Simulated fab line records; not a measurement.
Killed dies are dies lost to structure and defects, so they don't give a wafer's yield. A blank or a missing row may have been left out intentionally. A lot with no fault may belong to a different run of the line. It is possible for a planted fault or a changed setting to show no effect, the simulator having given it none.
fab line records	flow sky130
[record] lots = 24	wafers = 72	last_day = 50
route steps=708 shown RES_XHIGH@341 LOCAL_INTERCONNECT@388 CONTACT@411 METAL2@499
lots untouched by any fault: they come from a run of this same line in which no faults occurred
start_h: hours from the record's opening day to when the first of the lot's shown wafers began	wait_h: how many hours have passed since the lot's step before this one	" the same as in the row above	L1.1+2: a row that stands for several wafers	- no value, or no start given	* or withheld: withheld	< > ~ a bound
route shown NAME@n: names a module that has steps shown in the file, with the first one's number in the route	usual: mean/standard deviation taken from wafers without a fault	same: alike in all rows	chamber/n: place in a boat	sites: per-site readings	_std_site: their standard deviation	_edge_site: inner sites' mean taken away from outer sites' mean	radius_mm: how far each site lies from the wafer's centre	mask NAME#n: copy n	behind: the tool/chamber that last shaped the wafer	hold: what put the lot on hold/how long, in hours/how the hold closed	device: the n, p or np transistor that did not switch	end of line: tests run on the same wafers once the route is complete	a step without rows: its recipe alone	killed: dies lost to structure and defects at the first sort, not the wafer's yield	map: dies across one wafer; x = killed, . = not, _ = none there
set.NAME: the run value of the setting; set.NAME@STEP: its run value at that earlier step	model.NAME: the simulator's own value behind a step, which no gauge read
the route's steps for a sample of lots (tables are steps, rows are wafers)
services: when a tool's chamber went out of use (start_h, in hours from the record's first day, below 0 if earlier), for how many hours, and the reason
[[steps]]
[step SKY_RES_XHIGH_TW_MEAS_09]
[usual] RES_XHIGH_TW = 1623/20
lot.wafer	tool	chamber	start_h	wait_h	RES_XHIGH_TW
L074.1	film_metro-04	-	615.85	0.1	1636
L074.3	"	-	"	"	1636
L074.6	"	-	"	"	1641
L075.1	film_metro-02	-	618.62	0.1	1625
L075.3	"	-	"	"	1623
L075.6	"	-	"	"	1628
L076.1	film_metro-01	-	637.53	0.1	1602
L076.3	"	-	"	"	1603
L076.4	"	-	"	"	1597
L077.1	film_metro-02	-	650.92	0.1	1632
L077.2	"	-	"	"	1636
L077.5	"	-	"	"	1626
L078.1	film_metro-04	-	653.23	0.1	1648
L078.3	"	-	"	"	1657
L078.6	"	-	"	"	1647
L079.3	film_metro-01	-	667.04	0.1	1597
L079.4	"	-	"	"	1590
L079.5	"	-	"	"	1591
L080.2	film_metro-02	-	674.99	0.1	1645
L080.3	"	-	"	"	1631
L080.4	"	-	"	"	1642
L081.1	film_metro-01	-	690.30	0.1	1586
L081.2	"	-	"	"	1606
L081.6	"	-	"	"	1605
L082.1	film_metro-02	-	690.58	0.1	1639
L082.2	"	-	"	"	1634
L082.3	"	-	"	"	1639
L083.3	film_metro-02	-	699.35	0.1	1629
L083.4	"	-	"	"	1627
L083.5	"	-	"	"	1631
L084.4	film_metro-01	-	706.68	0.1	1586
L084.5	"	-	"	"	1593
L084.6	"	-	"	"	1585
L085.1	film_metro-01	-	718.45	0.1	1604
L085.3	"	-	"	"	1599
L085.6	"	-	"	"	1600
L086.3	film_metro-01	-	732.97	0.1	1596
L086.4	"	-	"	"	1600
L086.6	"	-	"	"	1605
L087.1	film_metro-04	-	733.60	0.1	1646
L087.3	"	-	"	"	1647
L087.6	"	-	"	"	1645
L088.1	film_metro-04	-	749.07	0.1	1637
L088.3	"	-	"	"	1643
L088.4	"	-	"	"	1643
L090.1	film_metro-04	-	754.55	0.1	1644
L090.2	"	-	"	"	1640
L090.3	"	-	"	"	1637
L089.3	film_metro-02	-	755.82	0.1	1631
L089.4	"	-	"	"	1622
L089.5	"	-	"	"	1617
L091.3	film_metro-04	-	759.22	0.1	1635
L091.5	"	-	"	"	1641
L091.6	"	-	"	"	1640
L092.2	film_metro-01	-	769.56	0.1	1601
L092.3	"	-	"	"	1600
L092.4	"	-	"	"	1598
L093.2	film_metro-02	-	773.94	0.1	1630
L093.5	"	-	"	"	1627
L093.6	"	-	"	"	1633
L095.2	film_metro-04	-	784.94	0.1	1650
L095.4	"	-	"	"	1640
L095.5	"	-	"	"	1648
L094.1	film_metro-02	-	792.95	0.1	1640
L094.4	"	-	"	"	1633
L094.5	"	-	"	"	1624
L097.3	film_metro-02	-	799.72	0.1	1633
L097.4	"	-	"	"	1635
L097.6	"	-	"	"	1639
L096.1	film_metro-01	-	800.74	0.1	1601
L096.5	"	-	"	"	1592
L096.6	"	-	"	"	1593
[step SKY_LOCAL_INTERCONNECT_RS_MEAS_01]
[recipe] thk_meas_gauge = four-point-probe	reads = TiN_of_LOCAL_INTERCONNECT_SPUTTER_00
[usual] LOCAL_INTERCONNECT_TIN_RS = 14.14/0.15
lot.wafer	tool	chamber	start_h	wait_h	LOCAL_INTERCONNECT_TIN_RS[ohm/sq]
L074.1	film_metro-03	-	675.67	0.0	14.11
L074.3	"	-	"	"	14.12
L074.6	"	-	"	"	13.99
L075.1	film_metro-03	-	679.49	0.0	13.94
L075.3	"	-	"	"	14.06
L075.6	"	-	"	"	13.97
L076.1	film_metro-02	-	696.58	0.0	14.21
L076.3	"	-	"	"	14.04
L076.4	"	-	"	"	14.27
L077.1	film_metro-01	-	709.91	0.0	14.07
L077.2	"	-	"	"	14.26
L077.5	"	-	"	"	14.21
L078.1	film_metro-03	-	712.46	0.0	14.08
L078.3	"	-	"	"	14.20
L078.6	"	-	"	"	14.28
L079.3	film_metro-01	-	725.85	0.1	13.92
L079.4	"	-	"	"	13.96
L079.5	"	-	"	"	13.93
L080.2	film_metro-01	-	733.82	0.1	13.98
L080.3	"	-	"	"	14.09
L080.4	"	-	"	"	13.98
L081.1	film_metro-03	-	750.49	0.0	14.18
L081.2	"	-	"	"	14.39
L081.6	"	-	"	"	14.20
L082.1	film_metro-01	-	750.79	0.0	14.05
L082.2	"	-	"	"	14.12
L082.3	"	-	"	"	14.28
L083.3	film_metro-02	-	756.67	0.1	13.78
L083.4	"	-	"	"	13.85
L083.5	"	-	"	"	13.96
L084.4	film_metro-03	-	764.83	0.1	14.36
L084.5	"	-	"	"	14.35
L084.6	"	-	"	"	14.44
L085.1	film_metro-01	-	776.82	0.0	14.11
L085.3	"	-	"	"	13.80
L085.6	"	-	"	"	13.93
L086.3	film_metro-03	-	789.70	0.1	14.24
L086.4	"	-	"	"	14.12
L086.6	"	-	"	"	14.21
L087.1	film_metro-01	-	790.55	0.0	14.45
L087.3	"	-	"	"	14.27
L087.6	"	-	"	"	14.40
L088.1	film_metro-02	-	805.31	0.0	14.39
L088.3	"	-	"	"	14.21
L088.4	"	-	"	"	14.24
L090.1	film_metro-03	-	810.28	0.0	14.31
L090.2	"	-	"	"	14.44
L090.3	"	-	"	"	14.51
L089.3	film_metro-02	-	811.95	0.1	13.85
L089.4	"	-	"	"	14.13
L089.5	"	-	"	"	14.19
L091.3	film_metro-03	-	814.50	0.1	14.17
L091.5	"	-	"	"	14.34
L091.6	"	-	"	"	14.36
L092.2	film_metro-02	-	825.53	0.1	14.29
L092.3	"	-	"	"	14.01
L092.4	"	-	"	"	14.11
L093.2	film_metro-01	-	829.70	0.1	14.00
L093.5	"	-	"	"	14.07
L093.6	"	-	"	"	14.18
L095.2	film_metro-01	-	840.71	0.1	13.98
L095.4	"	-	"	"	14.13
L095.5	"	-	"	"	14.05
L094.1	film_metro-01	-	848.48	0.0	13.96
L094.4	"	-	"	"	13.93
L094.5	"	-	"	"	14.15
L097.3	film_metro-01	-	854.89	0.1	14.13
L097.4	"	-	"	"	14.26
L097.6	"	-	"	"	14.35
L096.1	film_metro-03	-	855.84	0.0	14.11
L096.5	"	-	"	"	14.36
L096.6	"	-	"	"	13.97
[step SKY_CONTACT_BOW_MEAS_05]
[recipe] mode = bow
[usual] CONTACT_BOW = 81/6.7
lot.wafer	tool	chamber	start_h	wait_h	CONTACT_BOW[um]
L074.1	film_metro-03	-	706.01	0.2	75
L074.3	"	-	"	"	76
L074.6	"	-	"	"	83
L075.1	film_metro-02	-	709.01	0.1	80
L075.3	"	-	"	"	84
L075.6	"	-	"	"	76
L076.1	film_metro-04	-	726.62	0.2	78
L076.3	"	-	"	"	81
L076.4	"	-	"	"	90
L077.1	film_metro-03	-	739.66	0.2	79
L077.2	"	-	"	"	85
L077.5	"	-	"	"	90
L078.1	film_metro-04	-	742.42	0.2	75
L078.3	"	-	"	"	68
L078.6	"	-	"	"	92
L079.3	film_metro-02	-	755.20	0.2	80
L079.4	"	-	"	"	83
L079.5	"	-	"	"	82
L080.2	film_metro-02	-	762.82	0.1	70
L080.3	"	-	"	"	82
L080.4	"	-	"	"	72
L081.1	film_metro-03	-	779.22	0.1	74
L081.2	"	-	"	"	82
L081.6	"	-	"	"	89
L082.1	film_metro-02	-	779.56	0.2	83
L082.2	"	-	"	"	94
L082.3	"	-	"	"	77
L083.3	film_metro-02	-	785.29	0.3	90
L083.4	"	-	"	"	79
L083.5	"	-	"	"	83
L084.4	film_metro-03	-	792.97	0.2	73
L084.5	"	-	"	"	87
L084.6	"	-	"	"	83
L085.1	film_metro-02	-	803.62	0.1	80
L085.3	"	-	"	"	76
L085.6	"	-	"	"	90
L086.3	film_metro-03	-	817.52	0.2	80
L086.4	"	-	"	"	83
L086.6	"	-	"	"	85
L087.1	film_metro-03	-	818.14	0.1	75
L087.3	"	-	"	"	72
L087.6	"	-	"	"	84
L088.1	film_metro-03	-	833.13	0.1	84
L088.3	"	-	"	"	83
L088.4	"	-	"	"	66
L090.1	film_metro-03	-	837.84	0.2	85
L090.2	"	-	"	"	86
L090.3	"	-	"	"	86
L089.3	film_metro-04	-	839.82	0.3	85
L089.4	"	-	"	"	87
L089.5	"	-	"	"	77
L091.3	film_metro-02	-	841.62	0.1	82
L091.5	"	-	"	"	81
L091.6	"	-	"	"	89
L092.2	film_metro-03	-	853.63	0.1	81
L092.3	"	-	"	"	87
L092.4	"	-	"	"	75
L093.2	film_metro-03	-	857.44	0.1	73
L093.5	"	-	"	"	79
L093.6	"	-	"	"	80
L095.2	film_metro-02	-	867.93	0.1	71
L095.4	"	-	"	"	89
L095.5	"	-	"	"	79
L094.1	film_metro-03	-	875.48	0.1	81
L094.4	"	-	"	"	92
L094.5	"	-	"	"	80
L097.3	film_metro-02	-	882.36	0.2	77
L097.4	"	-	"	"	91
L097.6	"	-	"	"	73
L096.1	film_metro-03	-	883.52	0.2	81
L096.5	"	-	"	"	78
L096.6	"	-	"	"	79
[step SKY_CONTACT_STRIP_19]
[recipe] chemistry = O2/N2	power_w = 1400	pressure_mtorr = 1500	platen_temp_c = withheld	o2_flow_sccm = 3000	n2_flow_sccm = 300	overash_fraction = 0.5
[usual] chamber_pressure_mTorr = 1500.0/1.3	drypump_motor_current_A = 5.8/0.51	oes_product_au = 0.381/0.0049	strip_time_to_endpoint_s = 3.629/0.027
[same] overash_fraction = 0.5
lot.wafer	tool	chamber	start_h	wait_h	chamber_pressure_mTorr	drypump_motor_current_A	oes_product_au	rf_hours_counter_h	strip_time_to_endpoint_s
L074.1	plasma_asher-02	0	734.29	-	1500.2	5.4	0.388	95	3.657
L074.3	"	0	"	"	1499.3	5.3	0.380	-	3.654
L074.6	"	1	"	"	1500.0	6.3	0.382	-	3.623
L075.1	plasma_asher-01	1	737.74	-	1500.1	6.1	0.375	30	3.630
L075.3	"	1	"	"	1498.2	6.1	0.377	-	3.629
L075.6	"	1	"	"	1500.2	6.1	0.380	-	3.636
L076.1	plasma_asher-02	0	754.41	-	1499.6	5.3	0.384	97	3.600
L076.3	"	1	"	"	1499.1	6.3	0.382	-	3.624
L076.4	"	0	"	"	1499.0	5.3	0.381	-	3.600
L077.1	plasma_asher-04	1	767.23	-	1500.5	6.4	0.387	2	3.649
L077.2	"	0	"	"	1498.6	5.3	0.382	2	3.619
L077.5	"	1	"	"	1501.6	6.4	0.387	-	3.625
L078.1	plasma_asher-01	0	769.47	-	1499.4	5.4	0.381	34	3.604
L078.3	"	1	"	"	1500.3	6.1	0.380	-	3.595
L078.6	"	1	"	"	1501.6	6.1	0.391	-	3.599
L079.3	plasma_asher-04	1	782.42	-	1501.3	6.4	0.378	-	3.639
L079.4	"	0	"	"	1499.2	5.3	0.381	-	3.600
L079.5	"	0	"	"	1498.3	5.3	0.385	-	3.638
L080.2	plasma_asher-01	0	790.11	-	1499.9	5.3	0.382	36	3.632
L080.3	"	1	"	"	1498.1	6.1	0.375	-	3.645
L080.4	"	0	"	"	1498.7	5.4	0.385	-	3.636
L081.1	plasma_asher-02	0	805.14	-	1500.6	5.4	0.376	101	3.585
L081.2	"	1	"	"	1502.5	6.3	0.373	101	3.607
L081.6	"	0	"	"	1500.3	5.3	0.382	-	3.621
L082.1	plasma_asher-04	0	806.69	-	1500.2	5.3	0.381	6	3.631
L082.2	"	1	"	"	1500.9	6.4	0.382	6	3.634
L082.3	"	0	"	"	1500.7	5.3	0.369	-	3.574
L083.3	plasma_asher-04	0	812.42	-	1501.2	5.3	0.383	-	3.617
L083.4	"	1	"	"	1501.7	6.4	0.383	-	3.676
L083.5	"	0	"	"	1500.9	5.3	0.394	-	3.665
L084.4	plasma_asher-01	1	819.80	-	1499.3	6.0	0.371	-	3.675
L084.5	"	1	"	"	1500.1	6.1	0.375	-	3.627
L084.6	"	0	"	"	1500.5	5.3	0.383	-	3.651
L085.1	plasma_asher-04	1	829.54	-	1498.3	6.4	0.376	8	3.645
L085.3	"	0	"	"	1499.8	5.3	0.374	-	3.665
L085.6	"	0	"	"	1501.6	5.3	0.387	-	3.649
L086.3	plasma_asher-04	0	844.10	-	1501.3	5.3	0.388	-	3.614
L086.4	"	1	"	"	1496.8	6.4	0.379	-	3.670
L086.6	"	0	"	"	1500.1	5.3	0.373	-	3.611
L087.1	plasma_asher-04	0	844.74	-	1500.7	5.3	0.379	10	3.583
L087.3	"	0	"	"	1498.3	5.3	0.382	-	3.623
L087.6	"	1	"	"	1501.2	6.4	0.382	-	3.605
L088.1	plasma_asher-01	1	859.37	-	1502.2	6.1	0.377	43	3.640
L088.3	"	0	"	"	1498.8	5.4	0.378	-	3.603
L088.4	"	1	"	"	1499.8	6.1	0.377	-	3.614
L090.1	plasma_asher-02	1	863.96	-	1500.0	6.4	0.375	107	3.568
L090.2	"	0	"	"	1500.0	5.3	0.379	107	3.647
L090.3	"	1	"	"	1499.9	6.3	0.392	-	3.638
L089.3	plasma_asher-04	1	865.99	-	1502.5	6.4	0.387	-	3.668
L089.4	"	0	"	"	1497.8	5.3	0.378	-	3.605
L089.5	"	1	"	"	1500.2	6.4	0.387	-	3.641
L091.3	plasma_asher-02	1	868.00	-	1499.1	6.4	0.383	-	3.650
L091.5	"	1	"	"	1499.2	6.3	0.382	-	3.671
L091.6	"	0	"	"	1499.7	5.4	0.386	-	3.629
L092.2	plasma_asher-04	1	879.49	-	1501.0	6.4	0.385	13	3.620
L092.3	"	1	"	"	1498.2	6.4	0.382	-	3.617
L092.4	"	0	"	"	1500.1	5.3	0.389	-	3.607
L093.2	plasma_asher-01	0	883.82	-	1499.2	5.3	0.382	45	3.654
L093.5	"	1	"	"	1499.3	6.1	0.385	-	3.653
L093.6	"	0	"	"	1500.4	5.3	0.379	-	3.652
L095.2	plasma_asher-04	1	893.43	-	1502.1	6.4	0.378	15	3.627
L095.4	"	1	"	"	1498.7	6.4	0.379	-	3.598
L095.5	"	1	"	"	1497.8	6.4	0.382	-	3.564
L094.1	plasma_asher-02	1	901.36	-	1499.0	6.3	0.386	111	3.648
L094.4	"	0	"	"	1502.2	5.3	0.389	-	3.662
L094.5	"	0	"	"	1497.4	5.3	0.387	-	3.616
L097.3	plasma_asher-04	0	908.80	-	1501.3	5.3	0.383	-	3.618
L097.4	"	1	"	"	1500.2	6.4	0.387	-	3.614
L097.6	"	1	"	"	1499.7	6.4	0.379	-	3.651
L096.1	plasma_asher-04	1	909.81	-	1499.7	6.4	0.385	16	3.662
L096.5	"	0	"	"	1501.2	5.3	0.384	-	3.655
L096.6	"	1	"	"	1498.6	6.4	0.383	-	3.668
[step SKY_CONTACT_THK_MEAS_26]
[recipe] thk_meas_gauge = xrf	reads = W_of_CONTACT_CVD_24
[usual] CONTACT_W_THK = 340/5
lot.wafer	tool	chamber	start_h	wait_h	CONTACT_W_THK[nm]
L074.1	film_metro-03	-	735.20	0.1	333
L074.3	"	-	"	"	334
L074.6	"	-	"	"	340
L075.1	film_metro-04	-	738.62	0.1	337
L075.3	"	-	"	"	338
L075.6	"	-	"	"	343
L076.1	film_metro-04	-	755.38	0.1	339
L076.3	"	-	"	"	339
L076.4	"	-	"	"	345
L077.1	film_metro-03	-	768.20	0.1	337
L077.2	"	-	"	"	334
L077.5	"	-	"	"	342
L078.1	film_metro-03	-	770.36	0.1	341
L078.3	"	-	"	"	337
L078.6	"	-	"	"	334
L079.3	film_metro-04	-	783.29	0.1	339
L079.4	"	-	"	"	335
L079.5	"	-	"	"	340
L080.2	film_metro-02	-	791.00	0.1	331
L080.3	"	-	"	"	333
L080.4	"	-	"	"	325
L081.1	film_metro-04	-	806.02	0.1	341
L081.2	"	-	"	"	349
L081.6	"	-	"	"	342
L082.1	film_metro-04	-	807.57	0.1	335
L082.2	"	-	"	"	346
L082.3	"	-	"	"	341
L083.3	film_metro-02	-	813.32	0.1	338
L083.4	"	-	"	"	342
L083.5	"	-	"	"	341
L084.4	film_metro-03	-	820.68	0.1	344
L084.5	"	-	"	"	341
L084.6	"	-	"	"	342
L085.1	film_metro-02	-	830.42	0.1	335
L085.3	"	-	"	"	338
L085.6	"	-	"	"	334
L086.3	film_metro-04	-	845.06	0.1	344
L086.4	"	-	"	"	348
L086.6	"	-	"	"	342
L087.1	film_metro-03	-	845.66	0.1	343
L087.3	"	-	"	"	340
L087.6	"	-	"	"	337
L088.1	film_metro-03	-	860.28	0.1	339
L088.3	"	-	"	"	333
L088.4	"	-	"	"	347
L090.1	film_metro-03	-	864.85	0.1	340
L090.2	"	-	"	"	341
L090.3	"	-	"	"	343
L089.3	film_metro-03	-	866.89	0.1	336
L089.4	"	-	"	"	341
L089.5	"	-	"	"	338
L091.3	film_metro-02	-	868.87	0.1	345
L091.5	"	-	"	"	339
L091.6	"	-	"	"	342
L092.2	film_metro-02	-	880.38	0.1	348
L092.3	"	-	"	"	345
L092.4	"	-	"	"	341
L093.2	film_metro-02	-	884.82	0.1	340
L093.5	"	-	"	"	335
L093.6	"	-	"	"	343
L095.2	film_metro-03	-	894.32	0.1	338
L095.4	"	-	"	"	345
L095.5	"	-	"	"	346
L094.1	film_metro-02	-	902.24	0.1	336
L094.4	"	-	"	"	332
L094.5	"	-	"	"	335
L097.3	film_metro-03	-	909.71	0.1	343
L097.4	"	-	"	"	334
L097.6	"	-	"	"	343
L096.1	film_metro-03	-	910.70	0.1	330
L096.5	"	-	"	"	329
L096.6	"	-	"	"	340
[step SKY_METAL2_OVL_MEAS_16]
[usual] METAL2_OVL = 0/4.8
lot.wafer	tool	chamber	start_h	wait_h	METAL2_OVL[nm]
L074.1	overlay-02	-	819.20	0.1	5
L074.3	"	-	"	"	6
L074.6	"	-	"	"	5
L075.1	overlay-02	-	823.35	0.1	-7
L075.3	"	-	"	"	-2
L075.6	"	-	"	"	4
L076.1	overlay-02	-	838.55	0.1	5
L076.3	"	-	"	"	7
L076.4	"	-	"	"	-2
L077.1	overlay-02	-	851.65	0.1	6
L077.2	"	-	"	"	5
L077.5	"	-	"	"	5
L078.1	overlay-02	-	852.80	0.1	-2
L078.3	"	-	"	"	-12
L078.6	"	-	"	"	-8
L079.3	overlay-02	-	865.45	0.1	4
L079.4	"	-	"	"	-1
L079.5	"	-	"	"	7
L080.2	overlay-01	-	873.46	0.1	1
L080.3	"	-	"	"	7
L080.4	"	-	"	"	-1
L081.1	overlay-01	-	887.54	0.1	2
L081.2	"	-	"	"	0
L081.6	"	-	"	"	0
L082.1	overlay-01	-	890.54	0.1	-4
L082.2	"	-	"	"	-2
L082.3	"	-	"	"	-4
L083.3	overlay-01	-	894.60	0.1	-2
L083.4	"	-	"	"	2
L083.5	"	-	"	"	-4
L084.4	overlay-02	-	903.21	0.1	-1
L084.5	"	-	"	"	-4
L084.6	"	-	"	"	-4
L085.1	overlay-01	-	912.09	0.1	-4
L085.3	"	-	"	"	-3
L085.6	"	-	"	"	-5
L086.3	overlay-02	-	925.22	0.1	0
L086.4	"	-	"	"	-3
L086.6	"	-	"	"	-6
L087.1	overlay-01	-	925.32	0.1	3
L087.3	"	-	"	"	4
L087.6	"	-	"	"	8
L088.1	overlay-02	-	940.15	0.1	-4
L088.3	"	-	"	"	-5
L088.4	"	-	"	"	0
L090.1	overlay-02	-	944.20	0.1	-5
L090.2	"	-	"	"	-1
L090.3	"	-	"	"	2
L089.3	overlay-02	-	945.37	0.1	-4
L089.4	"	-	"	"	1
L089.5	"	-	"	"	5
L091.3	overlay-01	-	948.10	0.1	13
L091.5	"	-	"	"	8
L091.6	"	-	"	"	2
L092.2	overlay-01	-	962.95	0.1	7
L092.3	"	-	"	"	5
L092.4	"	-	"	"	0
L093.2	overlay-02	-	963.59	0.1	-1
L093.5	"	-	"	"	6
L093.6	"	-	"	"	4
L095.2	overlay-01	-	972.55	0.1	2
L095.4	"	-	"	"	1
L095.5	"	-	"	"	-8
L094.1	overlay-02	-	979.90	0.1	1
L094.4	"	-	"	"	5
L094.5	"	-	"	"	-3
L097.3	overlay-02	-	987.22	0.1	5
L097.4	"	-	"	"	-9
L097.6	"	-	"	"	-9
L096.1	overlay-02	-	988.50	0.1	4
L096.5	"	-	"	"	-3
L096.6	"	-	"	"	3
[[services]]
tool	chamber	start_h	hours	kind
plasma_asher-04	-	733.75	9.0	pm
plasma_asher-04	0	733.75	9.0	vent_cycle
plasma_asher-04	1	733.75	9.0	vent_cycle
plasma_asher-04	-	742.75	2.8	pm
plasma_asher-04	0	742.75	-	clean
plasma_asher-04	1	742.75	-	clean
plasma_asher-02	-	797.85	5.8	repair
plasma_asher-04	-	841.65	2.1	repair
plasma_asher-01	-	862.54	3.6	repair
[[key]]
fault none
